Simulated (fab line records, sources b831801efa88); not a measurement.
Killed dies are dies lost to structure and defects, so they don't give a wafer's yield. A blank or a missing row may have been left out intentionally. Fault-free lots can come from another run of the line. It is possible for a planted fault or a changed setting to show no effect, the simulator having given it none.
fab line records    flow gf180mcu
record: lots: 14  wafers: 42  lastDay: 34
route steps=602 shown DNWELL@34 V2@403 M3@424 V3@434
lots with no fault: from the same line, run without faults
startH: the number of hours between the record's first day and the start of the first shown wafer of the lot    waitH: hours since the lot's step before    " same as the row above    L1.1+2: several wafers, shown together as one row    - value missing, or start not given    * or withheld: withheld    < > ~ a bound
route shown NAME@n: names a module that has steps shown in the file, with the first one's number in the route    usual: the fault-free wafers' mean and standard deviation    same: alike in all rows    chamber/n: place in a boat    sites: the reading at each site    _std_site: how widely they spread, as a standard deviation    _edge_site: outer sites' mean less inner sites'    radiusMm: for every site, how far away it sits from the centre of the wafer    mask NAME#n: copy n    behind: the tool/chamber that last shaped the wafer    hold: reason for holding the lot/hours on hold/outcome of the hold    device: whichever transistor did not switch (one of n, p or np)    end of line: tests run on the same wafers once the route is complete    step lacking rows: just its recipe    killed: not the wafer's yield, but the dies lost to structure and defects at the first sort    map: dies across one wafer; x = killed, . = not, _ = none there
set.NAME: the run value of the setting; set.NAME@STEP: its run value at that earlier step    model.NAME: the simulator's own value behind a step, which no gauge read
route steps across a sampled set of lots; one table per step, one row per wafer
services: the hour from which a tool's chamber was out of use, counted from the record's first day as startH (under 0 if before that day), plus the number of hours and why
== steps ==
step: GF_DNWELL_COAT_02
recipe: spinRpm: 2000  resistThkNm: 3000
lot.wafer   tool           chamber  startH  waitH
L601.1+3+5  lithoTrack-04  0        37.49   0.1
L602.1+2+6  lithoTrack-02  0        41.73   0.1
L604.1+3+4  lithoTrack-01  0        50.61   0.1
L606.2+3+4  lithoTrack-02  0        63.91   0.1
L607.2+4+6  lithoTrack-01  0        66.83   0.1
L609.3+4+6  lithoTrack-01  0        77.86   0.1
L610.2+3+5  lithoTrack-04  0        87.12   0.1
L611.1+3+5  lithoTrack-01  0        96.56   0.1
L614.2+4+5  lithoTrack-01  0        107.93  0.1
L617.3+5+6  lithoTrack-01  0        121.21  0.1
L618.1+2+4  lithoTrack-01  0        128.41  0.1
L621.2+3+4  lithoTrack-02  0        141.46  0.1
L623.1+3+6  lithoTrack-02  0        152.98  0.1
L622.2+4+6  lithoTrack-04  0        153.16  0.1
step: GF_DNWELL_STRIP_08
recipe: chemistry: O2/N2  powerW: 1400  pressureMtorr: 1500  platenTempC: 252  o2FlowSccm: 3000  n2FlowSccm: 300  overashFraction: 0.5
usual: drypumpMotorCurrentA: 5.7/0.4  heaterPowerW: 332/23  oesProductAu: 0.741/0.0046  stripTimeToEndpointS: 35.61/0.085
lot.wafer  tool            chamber  startH  waitH  drypumpMotorCurrentA  heaterPowerW  oesProductAu  rfHoursCounterH  stripTimeToEndpointS
L601.1     plasmaAsher-04  0        43.58   0.1    5.3                   319           0.745         33               35.54
L601.3     "               0        "       "      5.3                   321           0.737         -                35.70
L601.5     "               0        "       "      5.3                   322           0.741         -                35.75
L602.1     plasmaAsher-02  1        48.59   0.1    5.7                   352           0.744         40               35.45
L602.2     "               0        "       "      5.4                   347           0.729         40               35.57
L602.6     "               1        "       "      5.7                   349           0.751         -                35.70
L604.1     plasmaAsher-03  0        57.71   0.1    5.5                   299           0.740         46               35.65
L604.3     "               1        "       "      6.4                   347           0.741         -                35.69
L604.4     "               0        "       "      5.5                   287           0.752         -                35.70
L606.2     plasmaAsher-02  0        70.91   0.1    5.3                   357           0.738         41               35.59
L606.3     "               1        "       "      5.7                   359           0.742         -                35.59
L606.4     "               0        "       "      5.3                   353           0.740         -                35.60
L607.2     plasmaAsher-04  0        73.86   0.1    5.3                   321           0.745         36               35.61
L607.4     "               0        "       "      5.3                   331           0.740         -                35.50
L607.6     "               1        "       "      6.1                   337           0.747         -                35.60
L609.3     plasmaAsher-03  0        84.39   0.1    5.5                   288           0.734         -                35.45
L609.4     "               1        "       "      6.4                   340           0.742         -                35.52
L609.6     "               0        "       "      5.5                   294           0.740         -                35.55
L610.2     plasmaAsher-04  0        94.11   0.1    5.3                   320           0.742         38               35.61
L610.3     "               0        "       "      5.3                   315           0.749         -                35.58
L610.5     "               0        "       "      5.3                   313           0.739         -                35.62
L611.1     plasmaAsher-02  1        103.43  0.1    5.7                   351           0.733         44               35.72
L611.3     "               0        "       "      5.4                   358           0.736         -                35.73
L611.5     "               0        "       "      5.3                   364           0.744         -                35.59
L614.2     plasmaAsher-03  1        115.53  0.1    6.4                   344           0.737         53               35.53
L614.4     "               1        "       "      6.4                   341           0.739         -                35.50
L614.5     "               1        "       "      6.3                   349           0.740         -                35.55
L617.3     plasmaAsher-03  1        129.27  0.1    6.4                   345           0.747         -                36.17
L617.5     "               0        "       "      5.6                   281           0.744         -                36.19
L617.6     "               1        "       "      6.3                   343           0.736         -                36.18
L618.1     plasmaAsher-03  0        135.86  0.1    5.5                   296           0.747         56               36.33
L618.2     "               1        "       "      6.3                   339           0.752         56               36.26
L618.4     "               0        "       "      5.5                   293           0.728         -                36.21
L621.2     plasmaAsher-02  1        149.18  0.1    5.7                   370           0.743         3                35.76
L621.3     "               0        "       "      5.3                   342           0.738         -                35.65
L621.4     "               1        "       "      5.7                   364           0.743         -                35.73
L623.1     plasmaAsher-04  1        161.04  0.1    6.1                   344           0.738         45               35.56
L623.3     "               0        "       "      5.3                   323           0.743         -                35.64
L623.6     "               1        "       "      6.1                   349           0.743         -                35.56
L622.2     plasmaAsher-03  1        161.16  0.1    6.3                   347           0.743         58               35.54
L622.4     "               1        "       "      6.4                   357           0.741         -                35.61
L622.6     "               0        "       "      5.6                   293           0.735         -                35.55
step: GF_V2_SPUTTER_21
recipe: material: Ti  targetThkNm: 15  chamberPressurePa: 5  powerW: 2500  substrateTempC: 200  timeS: 80.02
usual: throttleValvePct: 30.2/1.2
lot.wafer  tool           chamber  startH  waitH  throttleValvePct
L601.1     pvdSputter-04  -        462.66  0.0    31.0
L601.3     "              -        "       "      29.8
L601.5     "              -        "       "      31.1
L602.1     pvdSputter-03  -        466.43  0.0    32.3
L602.2     "              -        "       "      28.4
L602.6     "              -        "       "      30.5
L604.1     pvdSputter-04  -        488.05  0.0    30.0
L604.3     "              -        "       "      28.7
L604.4     "              -        "       "      31.0
L606.2     pvdSputter-03  -        503.32  0.0    30.2
L606.3     "              -        "       "      32.1
L606.4     "              -        "       "      28.3
L607.2     pvdSputter-04  -        514.21  0.0    30.1
L607.4     "              -        "       "      28.8
L607.6     "              -        "       "      29.8
L609.3     pvdSputter-04  -        528.93  0.0    29.7
L609.4     "              -        "       "      28.8
L609.6     "              -        "       "      29.9
L610.2     pvdSputter-03  -        541.43  0.0    28.6
L610.3     "              -        "       "      32.0
L610.5     "              -        "       "      30.5
L611.1     pvdSputter-03  -        560.23  0.0    32.4
L611.3     "              -        "       "      30.5
L611.5     "              -        "       "      32.6
L614.2     pvdSputter-03  -        580.05  0.0    28.4
L614.4     "              -        "       "      30.5
L614.5     "              -        "       "      30.6
L617.3     pvdSputter-04  -        600.18  0.0    29.6
L617.5     "              -        "       "      29.8
L617.6     "              -        "       "      28.8
L618.1     pvdSputter-03  -        609.51  0.0    32.5
L618.2     "              -        "       "      30.3
L618.4     "              -        "       "      30.0
L621.2     pvdSputter-02  -        626.37  0.0    30.6
L621.3     "              -        "       "      29.2
L621.4     "              -        "       "      30.9
L623.1     pvdSputter-03  -        642.99  0.0    32.3
L623.3     "              -        "       "      30.7
L623.6     "              -        "       "      28.3
L622.2     pvdSputter-04  -        643.00  0.0    30.0
L622.4     "              -        "       "      29.8
L622.6     "              -        "       "      28.8
step: GF_M3_OVL_MEAS_15
usual: M3_OVL: 2/4.6
lot.wafer  tool        chamber  startH  waitH  M3_OVL[nm]
L601.1     overlay-01  -        487.60  0.1    12
L601.3     "           -        "       "      9
L601.5     "           -        "       "      13
L602.1     overlay-02  -        491.42  0.1    8
L602.2     "           -        "       "      6
L602.6     "           -        "       "      -1
L604.1     overlay-02  -        511.80  0.1    -3
L604.3     "           -        "       "      0
L604.4     "           -        "       "      3
L606.2     overlay-02  -        527.46  0.1    4
L606.3     "           -        "       "      4
L606.4     "           -        "       "      4
L607.2     overlay-02  -        538.23  0.1    5
L607.4     "           -        "       "      1
L607.6     "           -        "       "      2
L609.3     overlay-02  -        552.63  0.1    4
L609.4     "           -        "       "      3
L609.6     "           -        "       "      -4
L610.2     overlay-01  -        565.12  0.1    -6
L610.3     "           -        "       "      -8
L610.5     "           -        "       "      -1
L611.1     overlay-02  -        582.78  0.1    1
L611.3     "           -        "       "      1
L611.5     "           -        "       "      2
L614.2     overlay-02  -        601.91  0.1    3
L614.4     "           -        "       "      6
L614.5     "           -        "       "      2
L617.3     overlay-02  -        621.87  0.1    4
L617.5     "           -        "       "      -1
L617.6     "           -        "       "      2
L618.1     overlay-01  -        631.11  0.1    0
L618.2     "           -        "       "      3
L618.4     "           -        "       "      5
L621.2     overlay-01  -        647.28  0.1    5
L621.3     "           -        "       "      -1
L621.4     "           -        "       "      0
L623.1     overlay-02  -        662.81  0.1    2
L623.3     "           -        "       "      1
L623.6     "           -        "       "      4
L622.2     overlay-01  -        663.12  0.1    -3
L622.4     "           -        "       "      -2
L622.6     "           -        "       "      -2
step: GF_V3_BOW_MEAS_05
recipe: mode: bow
usual: V3_BOW: 118/8
lot.wafer  tool          chamber  startH  waitH  V3_BOW[um]
L601.1     filmMetro-01  -        488.86  0.1    129
L601.3     "             -        "       "      113
L601.5     "             -        "       "      114
L602.1     filmMetro-01  -        492.67  0.2    103
L602.2     "             -        "       "      118
L602.6     "             -        "       "      113
L604.1     filmMetro-02  -        513.20  0.1    114
L604.3     "             -        "       "      115
L604.4     "             -        "       "      109
L606.2     filmMetro-02  -        528.87  0.1    108
L606.3     "             -        "       "      109
L606.4     "             -        "       "      103
L607.2     filmMetro-03  -        539.52  0.1    126
L607.4     "             -        "       "      135
L607.6     "             -        "       "      127
L609.3     filmMetro-01  -        553.93  0.2    106
L609.4     "             -        "       "      115
L609.6     "             -        "       "      105
L610.2     filmMetro-02  -        566.38  0.2    118
L610.3     "             -        "       "      116
L610.5     "             -        "       "      118
L611.1     filmMetro-02  -        584.05  0.1    109
L611.3     "             -        "       "      101
L611.5     "             -        "       "      117
L614.2     filmMetro-02  -        603.28  0.2    117
L614.4     "             -        "       "      115
L614.5     "             -        "       "      110
L617.3     filmMetro-02  -        623.15  0.2    111
L617.5     "             -        "       "      115
L617.6     "             -        "       "      123
L618.1     filmMetro-01  -        632.36  0.2    107
L618.2     "             -        "       "      105
L618.4     "             -        "       "      109
L621.2     filmMetro-01  -        648.56  0.1    105
L621.3     "             -        "       "      117
L621.4     "             -        "       "      110
L623.1     filmMetro-01  -        664.06  0.1    119
L623.3     "             -        "       "      122
L623.6     "             -        "       "      131
L622.2     filmMetro-01  -        664.41  0.1    105
L622.4     "             -        "       "      127
L622.6     "             -        "       "      117
== services ==
tool            chamber  startH  hours  kind
pvdSputter-02   -        16.97   9.6    repair
plasmaAsher-02  -        26.03   14.6   pm
pvdSputter-03   -        46.63   1.5    repair
plasmaAsher-02  -        50.58   14.4   repair
pvdSputter-03   -        87.60   2.8    repair
pvdSputter-03   -        88.69   1.8    repair
plasmaAsher-02  -        108.75  9.0    pm
pvdSputter-04   -        126.93  1.8    repair
pvdSputter-03   3        163.77  -      consumableReplace:kit
pvdSputter-03   3        163.77  18.0   scheduledDown
pvdSputter-02   -        214.53  9.2    repair
pvdSputter-03   -        217.35  1.5    repair
plasmaAsher-03  -        286.57  3.1    repair
pvdSputter-04   -        286.72  2.6    repair
plasmaAsher-04  -        301.47  2.8    pm
pvdSputter-02   -        303.90  2.3    repair
pvdSputter-03   -        312.63  3.2    repair
plasmaAsher-03  -        421.25  9.0    pm
pvdSputter-03   -        426.13  11.6   repair
pvdSputter-02   -        427.86  6.2    repair
pvdSputter-04   -        448.82  2.2    repair
pvdSputter-04   -        472.53  4.9    repair
plasmaAsher-02  -        557.43  28.9   repair
plasmaAsher-02  -        623.36  1.4    repair
== key ==
firstSign: step: GF_DNWELL_STRIP_08  reading: stripTimeToEndpointS  direction: up  sigmas: 7.2  usual: *  struck: *
effect none on later readings
metAt GF_DNWELL_COAT_02
struckLots L617,L618
testerLeftOut L617,L618
notActingAt GF_V2_SPUTTER_21,GF_M3_OVL_MEAS_15,GF_V3_BOW_MEAS_05
onsetBetween 107.93 121.21
fault: kind: processParameterDrift  tool: lithoTrack-01  chamber: -  onsetH: 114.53  steps: GF_DNWELL_COAT_02  channel: resistThkNm  offset: *  shape: step  endH: 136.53  actsIn: *  stated: *
testerLeftOut: of these lots the tester's yield and bins aren't shown, on N5 and GAA mostly nor the transistor test; their killed dies are dies lost to structure and defects alone, not to doping, threshold or leakage, so they don't give the yield
